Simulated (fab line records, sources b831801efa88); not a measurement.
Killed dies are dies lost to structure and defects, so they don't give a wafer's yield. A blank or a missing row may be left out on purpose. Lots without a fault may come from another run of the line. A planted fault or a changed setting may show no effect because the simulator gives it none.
fab line records | flow gf180mcu
record lots=13 wafers=38 last_day=33
route steps=602 shown STI@15 M2@368 V2@398
lots that met no fault: from a run of the same line without faults
start_h: hours from the record's first day to the start of the lot's first wafer shown | wait_h: hours since the lot's step before | " the same as in the row above | L1.1+2: a row that stands for several wafers | - no value, or no start given | * or withheld: withheld | < > ~ a bound
route shown NAME@n: a module of which the file shows steps, and the number in the route of the first | usual: mean/standard deviation of fault-free wafers | same: alike in all rows | chamber/n: place in a boat | sites: the reading at each site | _std_site: their standard deviation | _edge_site: outer sites' mean less inner sites' | radius_mm: how far each site lies from the wafer's centre | mask NAME#n: copy n | behind: the tool/chamber that last shaped the wafer | hold: why the lot was held/for how many hours/how that ended | device: the transistor (n, p or np) that didn't switch | end of line: the same wafers' tests at the end of the route | a step without rows: its recipe alone | killed: dies lost to structure and defects at the first sort, not the wafer's yield | map: a wafer's dies, x killed, . not, _ none there
set.NAME: the setting as run; set.NAME@STEP: as run at that earlier step | model.NAME: the simulator's own value behind a step, which no gauge read
steps of the route over a sample of lots; a table a step, a row a wafer
services: from which hour (start_h, from the record's first day; less than 0 if before it) a tool's chamber was out of use, for how many hours, and why
## steps
# step GF_STI_ETCH_14
# recipe target=Si chemistry=HBr/Cl2/O2 target_depth_nm=360 icp_w=600 bias_w=150 pressure_mtorr=15 HBr_flow_sccm=150 Cl2_flow_sccm=40 O2_flow_sccm=6 time_s=102.9
# usual drypump_motor_current_A=5.7/0.38 oes_product_au=1.003/0.011 run_length_s=131.2/0.38 throttle_valve_pct=25.653/0.011
# columns lot.wafer tool chamber start_h wait_h drypump_motor_current_A oes_product_au rf_hours_counter_h run_length_s throttle_valve_pct
L382.3 rie_si-02 1 25.44 0.0 5.6 0.998 123 131.4 25.657
L382.4 " 0 " " 6.0 0.997 0 131.6 25.659
L382.6 " 0 " " 6.0 0.996 - 131.6 25.665
L383.4 rie_si-02 1 31.84 0.0 5.6 1.005 123 131.0 25.637
L383.5 " 0 " " 6.0 0.991 - 131.8 25.655
L383.6 " 3 " " 5.6 1.003 - 131.5 25.650
L384.2 rie_si-02 3 38.68 0.0 5.6 0.998 119 131.2 25.657
L384.4 " 1 " " 5.6 0.985 123 131.1 25.662
L384.6 " 1 " " 5.6 0.996 - 131.2 25.659
L385.2 rie_si-02 2 43.03 0.0 5.3 1.002 44 130.9 25.650
L385.4 " 3 " " 5.6 0.996 119 131.6 25.656
L385.6 " 3 " " 5.6 0.998 - 131.8 25.656
L386.1 rie_si-02 1 47.12 0.0 5.6 0.989 123 131.2 25.665
L386.4 " 2 " " 5.3 1.012 44 130.8 25.651
L386.5 " 0 " " 6.0 0.993 - 131.4 25.647
L387.3 rie_si-01 0 50.83 0.0 5.5 1.018 1 130.7 25.633
L387.4 " 3 " " 6.7 1.022 78 131.1 25.660
L387.6 " 3 " " 6.6 1.017 - 131.0 25.636
L388.1 rie_si-01 2 56.63 0.0 6.1 1.001 47 131.2 25.650
L388.4 " 0 " " 5.5 1.027 1 130.9 25.630
L388.6 " 3 " " 6.6 1.023 - 131.0 25.641
L389.2 rie_si-01 1 65.12 0.0 5.3 1.017 79 130.9 25.640
L389.4 " 0 " " 5.5 1.025 1 130.7 25.644
L389.6 " 3 " " 6.7 1.026 - 131.0 25.633
L390.3 rie_si-02 3 68.87 0.0 5.6 1.006 119 131.4 25.646
L390.4 " 2 " " 5.3 1.006 45 130.9 25.638
L390.5 " 2 " " 5.3 0.999 - 131.0 25.652
L391.2 rie_si-02 3 71.78 0.0 5.6 1.001 119 131.5 25.655
L391.5 " 1 " " 5.6 0.991 - 130.9 25.656
L391.6 " 2 " " 5.3 1.000 - 131.1 25.645
L392.1 rie_si-02 1 76.88 0.0 5.6 0.986 123 131.4 25.655
L392.4 " 0 " " 5.9 1.000 1 132.1 25.665
L392.6 " 3 " " 5.6 1.006 - 131.4 25.646
L393.1 rie_si-02 0 82.23 0.0 6.0 0.993 1 131.3 25.661
L393.2 " 1 " " 5.6 0.994 123 130.9 25.662
L393.6 " 2 " " 5.3 0.994 - 130.8 25.659
L400.4 rie_si-02 0 120.32 0.0 6.0 0.993 1 136.8 25.661
L400.6 " 2 " " 5.3 1.001 - 130.7 25.668
# step GF_M2_THK_MEAS_06
# recipe thk_meas_gauge=xrf reads=AlCu_of_M2_SPUTTER_02
# usual M2_ALCU_THK=450/7.1
# columns lot.wafer tool chamber start_h wait_h M2_ALCU_THK[nm]
L382.3 film_metro-03 - 412.03 0.1 452
L382.4 " - " " 454
L382.6 " - " " 451
L383.4 film_metro-01 - 420.68 0.1 449
L383.5 " - " " 450
L383.6 " - " " 445
L384.2 film_metro-01 - 442.18 0.1 438
L384.4 " - " " 448
L384.6 " - " " 447
L386.1 film_metro-04 - 449.57 0.1 447
L386.4 " - " " 456
L386.5 " - " " 458
L385.2 film_metro-04 - 452.66 0.1 440
L385.4 " - " " 447
L385.6 " - " " 448
L387.3 film_metro-01 - 462.60 0.1 452
L387.4 " - " " 438
L387.6 " - " " 445
L388.1 film_metro-03 - 470.37 0.1 454
L388.4 " - " " 462
L388.6 " - " " 461
L389.2 film_metro-01 - 481.28 0.1 437
L389.4 " - " " 434
L389.6 " - " " 440
L390.3 film_metro-01 - 487.45 0.1 449
L390.4 " - " " 452
L390.5 " - " " 451
L391.2 film_metro-01 - 493.11 0.1 451
L391.5 " - " " 447
L391.6 " - " " 451
L392.1 film_metro-04 - 506.26 0.1 453
L392.4 " - " " 456
L392.6 " - " " 459
L393.1 film_metro-04 - 510.48 0.1 451
L393.2 " - " " 448
L393.6 " - " " 454
L400.4 film_metro-01 - 566.99 0.1 442
L400.6 " - " " 444
# step GF_V2_ETCH_16
# recipe chemistry=N2/H2 target_depth_a=withheld overetch_a=withheld time_s=withheld target=BARC ion_energy_ev=200 source_w=500 bias_w=100 pressure_mtorr=30 n2_flow_sccm=100 h2_flow_sccm=200
# usual drypump_motor_current_A=5.8/0.39 h2_flow_sccm=200.1/0.55 oes_product_au=0.855/0.0052 throttle_valve_pct=13.226/0.0083
# columns lot.wafer tool chamber start_h wait_h drypump_motor_current_A h2_flow_sccm oes_product_au throttle_valve_pct
L382.3 rie_diel-03 2 462.04 0.0 5.9 199.9 0.854 13.230
L382.4 " 0 " " 6.1 199.5 0.854 13.224
L382.6 " 0 " " 6.2 200.0 0.862 13.222
L383.4 rie_diel-01 1 471.48 0.0 5.8 200.2 0.851 13.232
L383.5 " 0 " " 5.5 200.9 0.853 13.226
L383.6 " 1 " " 5.8 200.4 0.858 13.232
L384.2 rie_diel-01 3 492.04 0.0 6.5 200.6 0.856 13.224
L384.4 " 1 " " 5.8 200.5 0.854 13.226
L384.6 " 2 " " 5.7 199.4 0.866 13.238
L386.1 rie_diel-03 0 498.13 0.0 6.1 199.6 0.857 13.231
L386.4 " 2 " " 5.9 200.6 0.859 13.219
L386.5 " 3 " " 6.4 201.0 0.849 13.239
L385.2 rie_diel-03 3 502.98 0.0 6.5 199.8 0.856 13.213
L385.4 " 2 " " 5.9 199.8 0.865 13.221
L385.6 " 0 " " 6.2 200.1 0.857 13.217
L387.3 rie_diel-04 3 510.87 0.0 5.6 199.9 0.845 13.221
L387.4 " 0 " " 5.3 199.8 0.853 13.229
L387.6 " 3 " " 5.6 199.7 0.857 13.241
L388.1 rie_diel-04 0 519.77 0.0 5.3 201.3 0.849 13.210
L388.4 " 2 " " 5.7 199.9 0.851 13.225
L388.6 " 0 " " 5.2 200.6 0.857 13.223
L389.2 rie_diel-04 3 529.53 0.0 5.5 200.1 0.854 13.222
L389.4 " 2 " " 5.7 198.8 0.849 13.227
L389.6 " 3 " " 5.5 199.8 0.852 13.235
L390.3 rie_diel-01 3 533.52 0.0 6.5 200.5 0.859 13.239
L390.4 " 0 " " 5.4 199.5 0.857 13.233
L390.5 " 1 " " 5.8 200.1 0.856 13.227
L391.2 rie_diel-03 1 540.74 0.0 5.9 199.8 0.850 13.221
L391.5 " 0 " " 6.1 199.7 0.853 13.230
L391.6 " 3 " " 6.5 200.6 0.855 13.215
L392.1 rie_diel-04 3 552.62 0.0 5.6 199.7 0.855 13.236
L392.4 " 0 " " 5.2 199.8 0.857 13.231
L392.6 " 1 " " 5.4 198.7 0.852 13.222
L393.1 rie_diel-04 3 556.88 0.0 5.6 200.6 0.862 13.224
L393.2 " 0 " " 5.2 199.9 0.855 13.222
L393.6 " 3 " " 5.6 200.5 0.851 13.233
L400.4 rie_diel-03 3 610.55 0.0 6.5 199.8 0.859 13.228
L400.6 " 2 " " 5.9 200.3 0.861 13.202
# step GF_V2_SPUTTER_22
# recipe material=TiN target_thk_nm=10 chamber_pressure_pa=5 power_w=4000 time_s=40
# usual throttle_valve_pct=30.3/1
# same time_s=40
# columns lot.wafer tool chamber start_h wait_h throttle_valve_pct
L382.3 pvd_sputter-04 - 462.77 0.0 30.1
L382.4 " - " " 29.8
L382.6 " - " " 28.1
L383.4 pvd_sputter-04 - 472.20 0.0 29.8
L383.5 " - " " 30.3
L383.6 " - " " 31.2
L384.2 pvd_sputter-04 - 493.11 0.0 28.1
L384.4 " - " " 31.0
L384.6 " - " " 29.8
L386.1 pvd_sputter-01 - 499.20 0.0 29.4
L386.4 " - " " 30.0
L386.5 " - " " 30.2
L385.2 pvd_sputter-03 - 504.05 0.0 31.8
L385.4 " - " " 31.2
L385.6 " - " " 29.9
L387.3 pvd_sputter-01 - 511.60 0.0 29.8
L387.4 " - " " 29.3
L387.6 " - " " 29.3
L388.1 pvd_sputter-03 - 520.50 0.0 30.1
L388.4 " - " " 31.2
L388.6 " - " " 31.8
L389.2 pvd_sputter-01 - 530.25 0.0 30.9
L389.4 " - " " 31.3
L389.6 " - " " 30.8
L390.3 pvd_sputter-04 - 534.26 0.0 29.8
L390.4 " - " " 30.2
L390.5 " - " " 30.1
L391.2 pvd_sputter-01 - 541.51 0.0 29.9
L391.5 " - " " 31.3
L391.6 " - " " 30.8
L392.1 pvd_sputter-03 - 553.36 0.0 31.8
L392.4 " - " " 30.0
L392.6 " - " " 32.0
L393.1 pvd_sputter-01 - 557.60 0.0 31.0
L393.2 " - " " 29.0
L393.6 " - " " 30.7
L400.4 pvd_sputter-04 - 611.38 0.0 28.3
L400.6 " - " " 28.3
## services
# columns tool chamber start_h hours kind
rie_diel-04 1 11.18 5.8 repair
rie_diel-04 3 13.51 4.2 repair
rie_diel-04 1 21.87 1.6 repair
rie_si-02 1 84.50 5.4 repair
rie_si-02 0 91.69 3.7 repair
rie_diel-04 - 97.14 2.8 pm
rie_si-02 - 101.63 0.5 repair
rie_si-02 2 102.93 9.2 repair
rie_diel-04 1 243.35 27.0 repair
rie_si-02 1 275.73 1.9 repair
pvd_sputter-01 - 283.23 1.2 repair
rie_diel-04 0 290.90 9.3 repair
rie_diel-04 - 308.07 14.6 pm
rie_si-02 3 387.12 8.1 repair
rie_diel-04 0 387.29 15.7 repair
rie_si-02 - 419.44 2.8 pm
rie_diel-04 3 450.30 23.5 repair
rie_diel-04 2 469.76 24.6 repair
rie_si-02 1 492.86 14.6 repair
pvd_sputter-01 - 521.47 1.5 repair
rie_diel-04 2 550.74 6.7 repair
rie_diel-04 1 567.72 6.2 repair
rie_diel-04 - 567.80 0.4 repair
rie_si-02 0 576.70 12.7 repair
## key
first_sign step=GF_STI_ETCH_14 reading=run_length_s direction=up sigmas=15 usual=* struck=*
effect none on later readings
met_at GF_STI_ETCH_14
struck_lots L400
struck_wafers L400.4
tester_left_out L400
not_acting_at GF_M2_THK_MEAS_06,GF_V2_ETCH_16,GF_V2_SPUTTER_22
onset_between 82.23 120.32
fault kind=process_parameter_drift tool=rie_si-02 chamber=- onset_h=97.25 steps=GF_STI_ETCH_14 channel=time_s offset=* shape=step end_h=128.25 scope=struck_wafers_only acts_in=* stated=*
# tester_left_out: of these lots the tester's yield and bins aren't shown, on N5 and GAA mostly nor the transistor test; their killed dies are dies lost to structure and defects alone, not to doping, threshold or leakage, so they don't give the yield
